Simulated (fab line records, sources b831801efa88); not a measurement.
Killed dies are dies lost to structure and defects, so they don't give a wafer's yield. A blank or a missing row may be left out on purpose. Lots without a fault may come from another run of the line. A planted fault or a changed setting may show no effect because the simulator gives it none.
fab line records | flow sky130
record lots=6 wafers=18 last_day=49
route steps=708 shown CAPM@547 METAL3@555 PAD_OPEN@708
lots that met no fault: from a run of the same line without faults
start_h: hours from the record's first day to the start of the lot's first wafer shown | wait_h: hours since the lot's step before | " the same as in the row above | L1.1+2: a row that stands for several wafers | - no value, or no start given | * or withheld: withheld | < > ~ a bound
route shown NAME@n: a module of which the file shows steps, and the number in the route of the first | usual: mean/standard deviation of fault-free wafers | same: alike in all rows | chamber/n: place in a boat | sites: the reading at each site | _std_site: their standard deviation | _edge_site: outer sites' mean less inner sites' | radius_mm: how far each site lies from the wafer's centre | mask NAME#n: copy n | behind: the tool/chamber that last shaped the wafer | hold: why the lot was held/for how many hours/how that ended | device: the transistor (n, p or np) that didn't switch | end of line: the same wafers' tests at the end of the route | a step without rows: its recipe alone | killed: dies lost to structure and defects at the first sort, not the wafer's yield | map: a wafer's dies, x killed, . not, _ none there
set.NAME: the setting as run; set.NAME@STEP: as run at that earlier step | model.NAME: the simulator's own value behind a step, which no gauge read
lots at some steps of the route; a table a step, a row a wafer
services: from which hour (start_h, from the record's first day; less than 0 if before it) a tool's chamber was out of use, for how many hours, and why
## steps
# step SKY_CAPM_PEB_10
# recipe temp_c=withheld time_s=* resist=NOVOLAK
# step SKY_CAPM_DEVELOP_11
# recipe resist=NOVOLAK developer=TMAH develop_time_s=60 dev_temp_c=23
# step SKY_CAPM_OVL_MEAS_12
# usual CAPM_OVL=-0.2/1.5
# columns lot.wafer tool chamber start_h wait_h CAPM_OVL[nm]
L138.2 overlay-02 - 898.18 0.1 -0.5
L138.3 " - " " -1.2
L138.4 " - " " -0.3
L140.1 overlay-02 - 914.49 0.1 -2.4
L140.2 " - " " -3.5
L140.6 " - " " -3.1
L143.1 overlay-02 - 939.49 0.1 -3.3
L143.3 " - " " -1.4
L143.5 " - " " -3.0
L146.3 overlay-02 - 951.94 0.1 -1.6
L146.4 " - " " 0.8
L146.5 " - " " -1.7
L152.4 overlay-01 - 995.86 0.1 2.2
L152.5 " - " " 2.7
L152.6 " - " " 0.5
L154.3 overlay-01 - 1013.44 0.1 -0.3
L154.4 " - " " 0.7
L154.5 " - " " 2.2
# step SKY_CAPM_METAL_ETCH_13
# recipe target_depth_nm=220 stop_on=SiO2 chemistry=Cl2/BCl3 target=TiN pressure_mtorr=10 icp_w=900 bias_w=48.5 Cl2_flow_sccm=60 bcl3_flow_sccm=30 time_s=62.9
# usual drypump_motor_current_A=5.8/0.6 oes_product_au=0.942/0.0068 throttle_valve_pct=21.901/0.0082
# columns lot.wafer tool chamber start_h wait_h drypump_motor_current_A oes_product_au rf_hours_counter_h throttle_valve_pct
L138.2 rie_metal-04 1 898.21 0.0 5.3 0.936 6 21.894
L138.3 " 1 " " 5.3 0.953 - 21.911
L138.4 " 0 " " 6.5 0.941 - 21.893
L140.1 rie_metal-02 0 914.52 0.0 5.9 0.948 6 21.895
L140.2 " 1 " " 4.7 0.947 6 21.888
L140.6 " 0 " " 5.9 0.952 - 21.903
L143.1 rie_metal-04 0 939.53 0.0 6.5 0.931 10 21.914
L143.3 " 1 " " 5.3 0.938 - 21.902
L143.5 " 1 " " 5.3 0.950 - 21.901
L146.3 rie_metal-04 1 951.99 0.0 5.3 0.937 - 21.908
L146.4 " 0 " " 6.5 0.949 - 21.905
L146.5 " 1 " " 5.3 0.942 - 21.902
L152.4 rie_metal-04 1 995.90 0.0 5.3 0.943 - 21.896
L152.5 " 1 " " 5.3 0.945 - 21.905
L152.6 " 0 " " 6.5 0.948 - 21.896
L154.3 rie_metal-02 0 1013.49 0.0 5.9 0.929 - 21.895
L154.4 " 1 " " 4.7 0.934 - 21.901
L154.5 " 0 " " 5.9 0.946 - 21.890
# step SKY_CAPM_STRIP_14
# recipe chemistry=O2/N2 power_w=1400 pressure_mtorr=1500 platen_temp_c=withheld o2_flow_sccm=3000 n2_flow_sccm=300 overash_fraction=0.5
# usual drypump_motor_current_A=5.70/0.26 oes_product_au=0.710/0.0045 strip_time_to_endpoint_s=12.64/0.046
# columns lot.wafer tool chamber start_h wait_h drypump_motor_current_A oes_product_au rf_hours_counter_h strip_time_to_endpoint_s
L138.2 plasma_asher-02 0 898.29 0.1 5.76 0.702 15 12.72
L138.3 " 0 " " 5.76 0.711 - 12.73
L138.4 " 1 " " 5.35 0.713 - 12.59
L140.1 plasma_asher-02 0 914.60 0.1 5.74 0.710 17 12.70
L140.2 " 1 " " 5.33 0.705 17 12.63
L140.6 " 1 " " 5.33 0.712 - 12.71
L143.1 plasma_asher-02 1 939.60 0.1 5.32 0.704 19 12.58
L143.3 " 1 " " 5.35 0.710 - 12.68
L143.5 " 0 " " 5.76 0.711 - 12.62
L146.3 plasma_asher-04 0 952.07 0.1 5.72 0.709 - 12.65
L146.4 " 1 " " 5.84 0.712 - 12.57
L146.5 " 1 " " 5.86 0.709 - 12.66
L152.4 plasma_asher-04 0 995.99 0.1 5.70 0.714 - 12.68
L152.5 " 1 " " 5.87 0.717 - 12.68
L152.6 " 0 " " 5.67 0.709 - 12.58
L154.3 plasma_asher-02 1 1013.57 0.1 5.34 0.710 - 12.62
L154.4 " 0 " " 5.79 0.704 - 12.58
L154.5 " 1 " " 5.33 0.710 - 12.62
# step SKY_CAPM_STRIP_15
# recipe chemistry=post_etch_residue_remover time_s=1200 temp_c=72.5
# step SKY_CAPM_CLEAN_16
# recipe chemistry=IPA time_s=180 temp_c=25
# step SKY_CAPM_CLEAN_17
# recipe chemistry=O3/DIW dry=n2_spin
# step SKY_METAL3_DEHYDRATE_05
# recipe temp_c=200 time_s=60
# step SKY_METAL3_HMDS_06
# recipe prime_time_s=60 prime_temp_c=120
# step SKY_METAL3_COAT_07
# recipe resist=BARC temp_c=withheld time_s=withheld spin_rpm=3000 resist_thk_nm=60
# step SKY_METAL3_COAT_08
# recipe resist=KrF-thick spin_rpm=3000 resist_thk_nm=1140
# step SKY_METAL3_SOFTBAKE_09
# recipe temp_c=100 time_s=90 resist=KrF-thick
# usual chill_plate_temp_C=22.99/0.11 heater_power_total_W=57.36/0.12 plate_temp_C=99.98/0.12
# columns lot.wafer tool chamber start_h wait_h chill_plate_temp_C heater_power_total_W plate_temp_C
L138.2 litho_track-01 0 911 - 22.94 57.30 99.80
L138.3 " 0 " " 23.01 57.18 99.84
L138.4 " 0 " " 23.08 57.32 99.97
L140.1 litho_track-04 0 926 - 23.08 57.33 99.98
L140.2 " 0 " " 23.20 57.62 100.08
L140.6 " 0 " " 23.08 57.43 100.02
L143.1 litho_track-04 0 951 - 22.95 58.92 101.66
L143.3 " 0 " " 22.94 58.97 101.88
L143.5 " 0 " " 22.90 58.80 101.82
L146.3 litho_track-04 0 965 - 23.07 58.87 101.74
L146.4 " 0 " " 23.28 58.86 101.86
L146.5 " 0 " " 23.11 58.81 101.82
L152.4 litho_track-03 0 1008 - 22.93 57.31 100.21
L152.5 " 0 " " 22.99 57.18 100.00
L152.6 " 0 " " 22.99 57.25 100.13
L154.3 litho_track-03 0 1025 - 22.88 57.39 99.96
L154.4 " 0 " " 23.02 57.38 99.85
L154.5 " 0 " " 22.91 57.26 99.80
# step SKY_METAL3_EXPOSE_10
# recipe mask_id=MM3 na=0.68 source_shape=annular sigma_inner=0.4 sigma_outer=0.8 target_cd_nm=300 dose_mj=28
# step SKY_PAD_OPEN_PROBE_99
# usual defect_limited_yield=82.3/2 killed_at_M0_to_M3=44/7 killed_at_M4_up=3.1/1.8 killed_at_contacts=25/5.1 killed_at_front_end=15/4.3 killed_at_other=0.3/0.61 killed_dies=87/9.8 killed_open=48/7 killed_short=38/6.3 sort_bin_3_pad_short=0.9/0.39 sort_bin_5_function=10.3/1.5 sort_bin_6_memory=6.5/1.2 sort_n_pass=405/9.8 sort_yield_pct=82.3/2
# same gross_dies=492 killed_at_back_side=0 sort_bin_4_leakage[%]=0 sort_bin_8_speed[%]=0
# columns lot.wafer tool chamber start_h wait_h defect_limited_yield[%] killed_at_M0_to_M3 killed_at_M4_up killed_at_contacts killed_at_front_end killed_at_other killed_dies killed_open killed_short sort_bin_3_pad_short[%] sort_bin_5_function[%] sort_bin_6_memory[%] sort_n_pass sort_yield_pct[%]
L138.2 prober-01 - 1093.44 0.1 80.1 43 3 24 27 1 98 63 35 1.2 12.0 6.7 394 80.1
L138.3 prober-01 - 1093.49 0.2 83.5 45 0 26 10 0 81 47 34 0.6 10.0 5.9 411 83.5
L138.4 prober-01 - 1093.54 0.2 80.9 38 3 25 28 0 94 46 48 0.8 9.1 9.1 398 80.9
L140.1 prober-01 - 1105.61 0.1 84.3 36 1 21 19 0 77 38 38 0.4 8.9 6.3 415 84.3
L140.2 prober-01 - 1105.66 0.1 85.8 22 2 28 18 0 70 41 28 0.8 8.5 4.9 422 85.8
L140.6 prober-01 - 1105.86 0.2 82.5 45 3 29 9 0 86 45 40 1.2 10.2 6.1 406 82.5
L146.3 prober-01 - 1138.35 0.2 80.5 55 4 22 15 0 96 55 40 1.4 13.0 5.1 396 80.5
L146.4 prober-01 - 1138.40 0.2 81.9 45 2 34 8 0 89 49 39 0.4 10.4 7.3 403 81.9
L146.5 prober-01 - 1138.45 0.2 80.9 44 3 32 15 0 94 54 40 1.0 10.2 7.9 398 80.9
L152.4 prober-01 - 1170.89 0.2 78.3 57 1 32 16 1 107 67 40 0.8 13.8 7.1 385 78.3
L152.5 prober-01 - 1170.94 0.2 82.7 34 3 34 14 0 85 47 37 1.4 9.3 6.5 407 82.7
L152.6 prober-01 - 1170.99 0.2 78.7 50 3 37 15 0 105 51 53 1.4 10.8 9.1 387 78.7
L154.3 prober-01 - 1182.69 0.2 85.4 38 3 23 7 1 72 39 33 0.4 8.9 5.3 420 85.4
L154.4 prober-01 - 1182.74 0.2 82.1 47 1 24 16 0 88 43 45 1.4 9.8 6.7 404 82.1
L154.5 prober-01 - 1182.79 0.2 85.8 34 2 21 13 0 70 36 34 1.0 8.5 4.7 422 85.8
# killed by level:class
L138.2 VIA3:geometric_particle:open=10 CONTACT:geometric_particle:open=9 POLY_GATE:geometric_particle:open=9 VIA1:geometric_particle:open=9 FIELD_ISO:geometric_particle:short=6 VIA2:geometric_particle:open=6 LI_CONTACT:geometric_particle:open=6 FIELD_ISO:geometric_particle:open=5
L138.3 VIA1:geometric_particle:open=11 CONTACT:geometric_particle:open=8 METAL3:geometric_particle:short=7 LI_CONTACT:geometric_particle:open=5 CONTACT:geometric_particle:short=5 VIA1:geometric_particle:short=5 VIA2:geometric_particle:open=5 VIA3:geometric_particle:open=5
L138.4 POLY_GATE:geometric_particle:short=10 CONTACT:geometric_particle:open=9 LI_CONTACT:geometric_particle:open=7 VIA1:geometric_particle:open=7 VIA2:geometric_particle:open=7 VIA3:geometric_particle:short=6 CONTACT:geometric_particle:short=5 FIELD_ISO:geometric_particle:open=4
L140.1 VIA3:geometric_particle:open=8 VIA3:geometric_particle:short=7 CONTACT:geometric_particle:open=7 VIA1:geometric_particle:open=7 FIELD_ISO:geometric_particle:short=5 LI_CONTACT:geometric_particle:open=5 CONTACT:geometric_particle:short=5 LOCAL_INTERCONNECT:geometric_particle:short=4
L140.2 CONTACT:geometric_particle:open=10 FIELD_ISO:geometric_particle:short=7 LI_CONTACT:geometric_particle:open=7 LOCAL_INTERCONNECT:geometric_particle:short=6 FIELD_ISO:geometric_particle:open=4 CONTACT:geometric_particle:short=4 VIA1:geometric_particle:open=4 VIA3:geometric_particle:open=4
L140.6 LI_CONTACT:geometric_particle:open=11 CONTACT:geometric_particle:open=8 METAL2:geometric_particle:short=8 VIA3:geometric_particle:open=7 CONTACT:geometric_particle:short=6 METAL1:geometric_particle:short=6 VIA1:geometric_particle:open=6 VIA2:geometric_particle:open=5
L146.3 VIA2:geometric_particle:open=11 LI_CONTACT:geometric_particle:open=10 VIA1:geometric_particle:open=7 VIA3:geometric_particle:open=7 FIELD_ISO:geometric_particle:open=6 VIA1:geometric_particle:short=6 VIA2:geometric_particle:short=6 METAL2:geometric_particle:short=5
L146.4 VIA3:geometric_particle:open=11 CONTACT:geometric_particle:open=10 CONTACT:geometric_particle:short=10 VIA1:geometric_particle:open=9 LI_CONTACT:geometric_particle:open=7 VIA2:geometric_particle:open=6 LOCAL_INTERCONNECT:geometric_particle:short=5 METAL2:geometric_particle:short=5
L146.5 VIA1:geometric_particle:open=15 CONTACT:geometric_particle:open=8 CONTACT:geometric_particle:short=8 LI_CONTACT:geometric_particle:open=7 VIA2:geometric_particle:open=6 LOCAL_INTERCONNECT:geometric_particle:short=5 VIA3:geometric_particle:open=5 SPACER:geometric_particle:open=4
L152.4 LI_CONTACT:geometric_particle:open=15 METAL2:geometric_particle:short=13 VIA1:geometric_particle:open=12 CONTACT:geometric_particle:open=9 VIA2:geometric_particle:open=7 FIELD_ISO:geometric_particle:short=6 FIELD_ISO:geometric_particle:open=5 VIA1:geometric_particle:short=5
L152.5 CONTACT:geometric_particle:open=13 LI_CONTACT:geometric_particle:open=11 VIA1:geometric_particle:open=9 CONTACT:geometric_particle:short=7 VIA1:geometric_particle:short=5 VIA2:geometric_particle:open=5 FIELD_ISO:geometric_particle:short=3 FIELD_ISO:geometric_particle:open=3
L152.6 CONTACT:geometric_particle:open=12 VIA1:geometric_particle:open=12 CONTACT:geometric_particle:short=10 FIELD_ISO:geometric_particle:open=7 VIA1:geometric_particle:short=7 LI_CONTACT:geometric_particle:open=6 VIA2:geometric_particle:open=6 METAL2:geometric_particle:short=5
L154.3 CONTACT:geometric_particle:open=8 VIA1:geometric_particle:open=8 VIA1:geometric_particle:short=7 LI_CONTACT:geometric_particle:open=6 VIA3:geometric_particle:open=5 VIA3:geometric_particle:short=5 METAL1:geometric_particle:short=4 CONTACT:geometric_particle:short=3
L154.4 VIA1:geometric_particle:open=9 CONTACT:geometric_particle:open=8 VIA1:geometric_particle:short=8 LOCAL_INTERCONNECT:geometric_particle:short=7 METAL1:geometric_particle:short=7 VIA3:geometric_particle:open=5 FIELD_ISO:geometric_particle:short=5 METAL2:geometric_particle:short=5
L154.5 VIA1:geometric_particle:open=8 LI_CONTACT:geometric_particle:open=6 CONTACT:geometric_particle:short=5 VIA1:geometric_particle:short=5 VIA3:geometric_particle:open=5 FIELD_ISO:geometric_particle:open=4 METAL1:geometric_particle:short=4 VIA2:geometric_particle:open=4
## services
# columns tool chamber start_h hours kind
rie_metal-04 1 900.10 15.6 repair
rie_metal-02 - 902.56 4.7 repair
plasma_asher-04 - 1010.13 7.4 repair
## key
first_sign step=SKY_METAL3_SOFTBAKE_09 reading=plate_temp_C direction=up sigmas=15 usual=* struck=*
effect step=SKY_METAL3_SOFTBAKE_09 reading=heater_power_total_W direction=up sigmas=13 usual=* struck=*
met_at SKY_METAL3_SOFTBAKE_09
struck_wafers L143.1,L143.3,L143.5,L146.3,L146.4,L146.5
loop_trim step=SKY_METAL3_EXPOSE_10 setting=dose lots=L146
onset_between 926 951
fault kind=process_parameter_drift tool=litho_track-04 chamber=- onset_h=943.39 steps=SKY_METAL3_SOFTBAKE_09 channel=temp_c offset=* shape=step end_h=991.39 acts_in=* stated=*
# loop_trim: a control loop set the setting to another value than it would have without faults
